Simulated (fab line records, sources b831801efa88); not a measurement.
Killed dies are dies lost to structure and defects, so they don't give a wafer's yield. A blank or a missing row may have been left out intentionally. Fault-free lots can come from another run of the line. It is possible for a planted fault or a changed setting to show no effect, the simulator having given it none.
Comparing a struck lot with a sound one	flow sky130	21 out of 708 route steps
Sound: wafers L463.1, L463.2, L463.3. Struck: wafers L466.1, L466.4, L466.5. At the end, the cause is stated.
Each step with rows lists, per side, the tool, then ch with its chambers, then its first start. Under that, the readings that differ: sound wafers	struck wafers	difference of the means	sigmas: that difference in standard deviations of wafers without a fault.
alike: a reading whose means differ by less than 2 such deviations, as well as words and numbers matching on both sides. not compared: withheld readings; readings where some wafer has no value; bounds like >300 that might hide an equal value; numbers whose values overlap and for which the record gives no deviation.
A row with sigmas, a row that says differs or no value, or rows on one side alone: a step with any of these is where the two part. Numbers that don't overlap but have no deviation are shown without sigmas and don't part them. Lack of a reading on every wafer of one side parts them only where that side has two or more wafers.

first, 1 step without rows for these wafers: SKY_FIELD_ISO_CVD_24 (deposits SiO2, target thk 595 nm, time 99.2 s).
SKY_FIELD_ISO_THK_MEAS_25:
  sound on film-metro-02, day 4 07:05; struck on film-metro-01, day 4 23:40
  alike: FIELD_ISO_CVD_24_THK
then, 1 step without rows for these wafers: SKY_FIELD_ISO_ANNEAL_26 (time 1800 s).
SKY_FIELD_ISO_CMP_27: polishes, stops on Si3N4, t overpolish 16 s, target thk 457.8 nm.
  sound on cmp-01 ch 0,1,2, day 4 08:38; struck on cmp-02 ch 0,2,3, day 5 01:19
reading	sound	struck	difference	sigmas
time-to-endpoint-s (s)	103 104 103	118 108 114	+10	+2
  alike: motor-current-A, overpolish-run-s
then, 5 steps without rows for these wafers: SKY_FIELD_ISO_WET_ETCH_28 (etches SiO2 in dHF, target depth 23.7 nm, time 47 s); SKY_FIELD_ISO_WET_ETCH_29 (etches Si3N4 in H3PO4, target depth 160 nm, time 1825 s); SKY_FIELD_ISO_WET_ETCH_30 (etches SiO2 in dHF, target depth 25 nm, time 50 s); SKY_NWELL_CLEAN_00 (cleans in SC1/SC2, time 150 s); SKY_NWELL_OXIDATION_01 (stabilise 600 s, purge 300 s, target thk 10 nm).
SKY_NWELL_THK_MEAS_02:
  sound on film-metro-03, day 4 10:59; struck on film-metro-01, day 5 04:44
  alike: NWELL_OXIDATION_THK
then, 2 steps without rows for these wafers: SKY_DNWELL_DEHYDRATE_00 (time 60 s); SKY_DNWELL_HMDS_01 (prime time 60 s).
SKY_DNWELL_COAT_02: resist thk 3000 nm.
  sound on litho-track-04 ch 0, day 4 19:14; struck on litho-track-03 ch 0, day 5 13:40
reading	sound	struck	difference	sigmas
model.coat_of_DNWELL_COAT_02.thk-nm (nm)	3008 3005 3013	2020 2018 2024	-988	
  alike: spin-speed-rpm
then, 3 steps without rows for these wafers: SKY_DNWELL_SOFTBAKE_03; SKY_DNWELL_EXPOSE_04 (exposes mask DNM, target cd 3000 nm); SKY_DNWELL_PEB_05.
SKY_DNWELL_DEVELOP_06: develop time 60 s.
  sound on litho-track-04 ch 0; struck on litho-track-01 ch 0
reading	sound	struck	difference	sigmas
model.coat_of_DNWELL_COAT_02.thk-nm (nm)	3004 3001 3009	2016 2014 2019	-988	
following that, these wafers have no rows for 1 step: SKY_DNWELL_IMPLANT_07.
SKY_DNWELL_STRIP_08: strips in O2/N2.
  sound on plasma-asher-01 ch 0,1, day 5 04:17; struck on plasma-asher-02 ch 0,1, day 5 22:36
reading	sound	struck	difference	sigmas
oes-product-au (a.u.)	0.725 0.734 0.720	0.717 0.720 0.711	-0.010	-2
strip-time-to-endpoint-s (s)	37.00 36.97 37.07	25.60 25.58 25.64	-11.41	-99 or more
  alike: chamber-pressure-mTorr, drypump-motor-current-A
  not compared: rf-hours-counter-h
SKY_DNWELL_TW_MEAS_09:
  sound on film-metro-03, day 5 04:23; struck on film-metro-01, day 5 22:42
  alike: DNWELL_TW
-- the record jumps here: 43 days lie between the struck wafers' starts before and after (it left off in module DNWELL and takes up again in module PAD_OPEN, whose first step shown is number 708 of the route) --
SKY_PAD_OPEN_PROBE_99:
  sound on prober-01, day 48 07:37; struck on prober-02, day 48 18:13
reading	sound	struck	difference	sigmas
model.etest.res-deep-nwell.width-nm (nm)	3001 2983 3000	3082 3076 3073	+82	
model.etest.nfet_05v0_nvt.drive-ua-um	576.1 584.7 578	586.2 594.4 586.8	+9.5	
model.etest.pfet_01v8_lvt.drive-ua-um	174.6 178.1 178.6	166.2 169.1 166	-10.0	
model.etest.nfet_05v0_nvt.off-log10-a-um	-10.89 -10.85 -11.01	-10.2 -10.14 -10.1	+0.8	
  alike: killed_at_M0_to_M3, killed_at_M4_up, killed-at-contacts, killed-at-front-end, killed-at-other, killed-dies, killed-open, killed-short
  not compared: model.etest.nfet_16v.r-on-ohm-um, model.etest.pfet-g5v0d10v5.r-on-ohm-um, model.etest.res-deep-nwell.line-ohm-um, model.etest.pfet-g5v0d10v5.drive-ua-um

## WHERE THEY PART
Last at SKY_DNWELL_STRIP_08 as far as this record goes, first at SKY_FIELD_ISO_CMP_27. Later steps at which nothing parts them and some readings are alike: SKY_DNWELL_TW_MEAS_09, SKY_PAD_OPEN_PROBE_99.

WHY: what the simulator had put in
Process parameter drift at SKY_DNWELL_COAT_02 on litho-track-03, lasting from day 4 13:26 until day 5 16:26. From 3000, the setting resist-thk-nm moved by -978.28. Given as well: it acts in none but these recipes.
